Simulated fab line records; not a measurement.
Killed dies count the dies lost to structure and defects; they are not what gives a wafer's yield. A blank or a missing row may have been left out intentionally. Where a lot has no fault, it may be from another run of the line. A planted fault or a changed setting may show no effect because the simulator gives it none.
The tool behind it: which one? :: flow sky130 :: 12 lots with 36 wafers sampled at 4 steps, on a route of 708 steps

## WHAT THE GAUGES READ, wafer by wafer
SKY_VT_ADJUST_LVTN_TW_MEAS_21.
lot: L473
measured: day 8 12:40
on: film_metro-04
VT_ADJUST_LVTN_2_TW: 190.6 190.1 190.4

lot: L474
measured: day 8 17:38
on: film_metro-01
VT_ADJUST_LVTN_2_TW: 187.3 187.6 187.2

lot: L475
measured: day 8 22:59
on: film_metro-01
VT_ADJUST_LVTN_2_TW: 188.4 188.6 188.6

lot: L478
measured: day 9 23:02
on: film_metro-04
VT_ADJUST_LVTN_2_TW: 189.9 190.3 189.8

lot: L484
measured: day 11 07:14
on: film_metro-01
VT_ADJUST_LVTN_2_TW: 187.8 188.6 188.4

lot: L485
measured: day 11 14:25
on: film_metro-03
VT_ADJUST_LVTN_2_TW: 187.4 186.0 187.2

lot: L486
measured: day 11 22:34
on: film_metro-04
VT_ADJUST_LVTN_2_TW: 190.4 191.0 189.1

lot: L487
measured: day 12 10:49
on: film_metro-04
VT_ADJUST_LVTN_2_TW: 190.1 189.5 189.4

lot: L489
measured: day 12 15:33
on: film_metro-03
VT_ADJUST_LVTN_2_TW: 187.6 187.6 187.5

lot: L491
measured: day 13 07:55
on: film_metro-01
VT_ADJUST_LVTN_2_TW: 188.3 187.6 188.4

lot: L492
measured: day 13 14:35
on: film_metro-04
VT_ADJUST_LVTN_2_TW: 190.7 189.8 190.2

lot: L494
measured: day 14 07:55
on: film_metro-04
VT_ADJUST_LVTN_2_TW: 189.0 189.0 190.8

SKY_GATE_OXIDE_OVL_MEAS_10.
lot: L473
measured: day 14 13:44
on: overlay-02
GATE_OXIDE_OVL (nm): 0.5 1.7 0.3

lot: L474
measured: day 14 22:59
on: overlay-01
GATE_OXIDE_OVL (nm): 0.3 -1.6 -0.7

lot: L475
measured: day 15 04:15
on: overlay-02
GATE_OXIDE_OVL (nm): -0.1 0.4 0.6

lot: L478
measured: day 16 12:14
on: overlay-02
GATE_OXIDE_OVL (nm): 1.4 1.7 2.8

lot: L484
measured: day 18 06:23
on: overlay-01
GATE_OXIDE_OVL (nm): 0.8 1.2 1.2

lot: L485
measured: day 18 17:28
on: overlay-02
GATE_OXIDE_OVL (nm): -0.5 1.2 -1.2

lot: L486
measured: day 19 01:52
on: overlay-01
GATE_OXIDE_OVL (nm): -2.4 -2.2 0.8

lot: L487
measured: day 19 19:11
on: overlay-02
GATE_OXIDE_OVL (nm): 1.7 0.1 1.1

lot: L489
measured: day 20 01:34
on: overlay-02
GATE_OXIDE_OVL (nm): 2.0 0.7 0.7

lot: L491
measured: day 20 19:05
on: overlay-02
GATE_OXIDE_OVL (nm): 2.6 1.8 0.8

lot: L492
measured: day 21 05:41
on: overlay-01
GATE_OXIDE_OVL (nm): 0.5 0.2 -0.4

lot: L494
measured: day 21 23:40
on: overlay-01
GATE_OXIDE_OVL (nm): 3.7 2.6 1.2

## EACH LOT AND THE TOOL THAT RAN IT (in order: tool; ch and the chambers of the sampled wafers; start)
lot: L473
SKY_FIELD_ISO_CMP_27: cmp-01 ch 0,1,3, day 2 22:04
SKY_GATE_OXIDE_COAT_05: litho_track-01 ch 0, day 14 00:26

lot: L474
SKY_FIELD_ISO_CMP_27: cmp-01 ch 0,2,3, day 3 02:16
SKY_GATE_OXIDE_COAT_05: litho_track-01 ch 0, day 14 09:12

lot: L475
SKY_FIELD_ISO_CMP_27: cmp-02 ch 0,2,3, day 3 06:32
SKY_GATE_OXIDE_COAT_05: litho_track-01 ch 0, day 14 14:53

lot: L478
SKY_FIELD_ISO_CMP_27: cmp-01 ch 2,3, day 3 23:22
SKY_GATE_OXIDE_COAT_05: litho_track-04 ch 0, day 15 22:11

lot: L484
SKY_FIELD_ISO_CMP_27: cmp-02 ch 0,2,3, day 5 04:24
SKY_GATE_OXIDE_COAT_05: litho_track-04 ch 0, day 17 15:23

lot: L485
SKY_FIELD_ISO_CMP_27: cmp-01 ch 1,2, day 5 11:44
SKY_GATE_OXIDE_COAT_05: litho_track-02 ch 0, day 18 02:14

lot: L486
SKY_FIELD_ISO_CMP_27: cmp-02 ch 1,2,3, day 5 14:01
SKY_GATE_OXIDE_COAT_05: litho_track-04 ch 0, day 18 11:32

lot: L487
SKY_FIELD_ISO_CMP_27: cmp-02 ch 0,3, day 6 00:10
SKY_GATE_OXIDE_COAT_05: litho_track-04 ch 0, day 19 03:14

lot: L489
SKY_FIELD_ISO_CMP_27: cmp-01 ch 0,3, day 6 05:59
SKY_GATE_OXIDE_COAT_05: litho_track-01 ch 0, day 19 09:27

lot: L491
SKY_FIELD_ISO_CMP_27: cmp-01 ch 0,1,2, day 6 19:01
SKY_GATE_OXIDE_COAT_05: litho_track-01 ch 0, day 20 03:43

lot: L492
SKY_FIELD_ISO_CMP_27: cmp-01 ch 1,2, day 6 22:50
SKY_GATE_OXIDE_COAT_05: litho_track-01 ch 0, day 20 14:31

lot: L494
SKY_FIELD_ISO_CMP_27: cmp-02 ch 0,2,3, day 7 11:09
SKY_GATE_OXIDE_COAT_05: litho_track-02 ch 0, day 21 09:05
- SKY_FIELD_ISO_CMP_27: polishes, stops on Si3N4, t overpolish 16 s, target thk 457.8 nm.
- SKY_GATE_OXIDE_COAT_05: resist thk 1140 nm.

## WHAT THE TOOLS THEMSELVES READ (means of the sampled wafers that have a number; where no wafer has one, the mark that the record gives instead)
SKY_FIELD_ISO_CMP_27.
lot: L473
tool: cmp-01
motor_current_A (A): 11.9
overpolish_run_s (s): 16.001
time_to_endpoint_s (s): 109

lot: L474
tool: cmp-01
motor_current_A (A): 10.6
overpolish_run_s (s): 16.004
time_to_endpoint_s (s): 112

lot: L475
tool: cmp-02
motor_current_A (A): 12.4
overpolish_run_s (s): 16.006
time_to_endpoint_s (s): 114

lot: L478
tool: cmp-01
motor_current_A (A): 11.4
overpolish_run_s (s): 15.994
time_to_endpoint_s (s): 113

lot: L484
tool: cmp-02
motor_current_A (A): 12.2
overpolish_run_s (s): 16.001
time_to_endpoint_s (s): 111

lot: L485
tool: cmp-01
motor_current_A (A): 13.1
overpolish_run_s (s): 15.991
time_to_endpoint_s (s): 118

lot: L486
tool: cmp-02
motor_current_A (A): 11.9
overpolish_run_s (s): 16.004
time_to_endpoint_s (s): 115

lot: L487
tool: cmp-02
motor_current_A (A): 13.1
overpolish_run_s (s): 16.003
time_to_endpoint_s (s): 106

lot: L489
tool: cmp-01
motor_current_A (A): 10.0
overpolish_run_s (s): 16.007
time_to_endpoint_s (s): 119

lot: L491
tool: cmp-01
motor_current_A (A): 11.6
overpolish_run_s (s): 16.001
time_to_endpoint_s (s): 116

lot: L492
tool: cmp-01
motor_current_A (A): 12.2
overpolish_run_s (s): 16.002
time_to_endpoint_s (s): 121

lot: L494
tool: cmp-02
motor_current_A (A): 12.0
overpolish_run_s (s): 15.997
time_to_endpoint_s (s): 110

SKY_GATE_OXIDE_COAT_05.
lot: L473
tool: litho_track-01
spin_speed_rpm (rpm): 2998.8

lot: L474
tool: litho_track-01
spin_speed_rpm (rpm): 3001.1

lot: L475
tool: litho_track-01
spin_speed_rpm (rpm): 2998.4

lot: L478
tool: litho_track-04
spin_speed_rpm (rpm): 2999.4

lot: L484
tool: litho_track-04
spin_speed_rpm (rpm): 3000.7

lot: L485
tool: litho_track-02
spin_speed_rpm (rpm): 2999.8

lot: L486
tool: litho_track-04
spin_speed_rpm (rpm): 2998.1

lot: L487
tool: litho_track-04
spin_speed_rpm (rpm): 3001.8

lot: L489
tool: litho_track-01
spin_speed_rpm (rpm): 3001.6

lot: L491
tool: litho_track-01
spin_speed_rpm (rpm): 2998.0

lot: L492
tool: litho_track-01
spin_speed_rpm (rpm): 3003.6

lot: L494
tool: litho_track-02
spin_speed_rpm (rpm): 3000.2

## THE ANSWER, worked out from the rows above alone
Rule: usual is defined by the lots themselves. Put in order of their means at a reading, lots are off if they are a third of the lots or fewer, leave a main group of 4 or more, and stand apart from it by a gap of 3 or more times the standard deviation of the main group's means; of several such gaps the widest counts. A main group whose means are all the same, to the digits that the tables above print for the reading, isn't used. A lot without any number at a reading at which 4 lots or more have one is off too. All remaining lots with rows at the step are treated as sound. First the gauges in route order, then the tools' own readings, where a lot's mean is used as printed above. At the first step where some lot is off, the reading lying furthest off is the one used; lots without a number count as furthest.
None of the lots is off at any reading shown; this tells nothing.

## WHAT THE SIMULATOR HAD PUT IN
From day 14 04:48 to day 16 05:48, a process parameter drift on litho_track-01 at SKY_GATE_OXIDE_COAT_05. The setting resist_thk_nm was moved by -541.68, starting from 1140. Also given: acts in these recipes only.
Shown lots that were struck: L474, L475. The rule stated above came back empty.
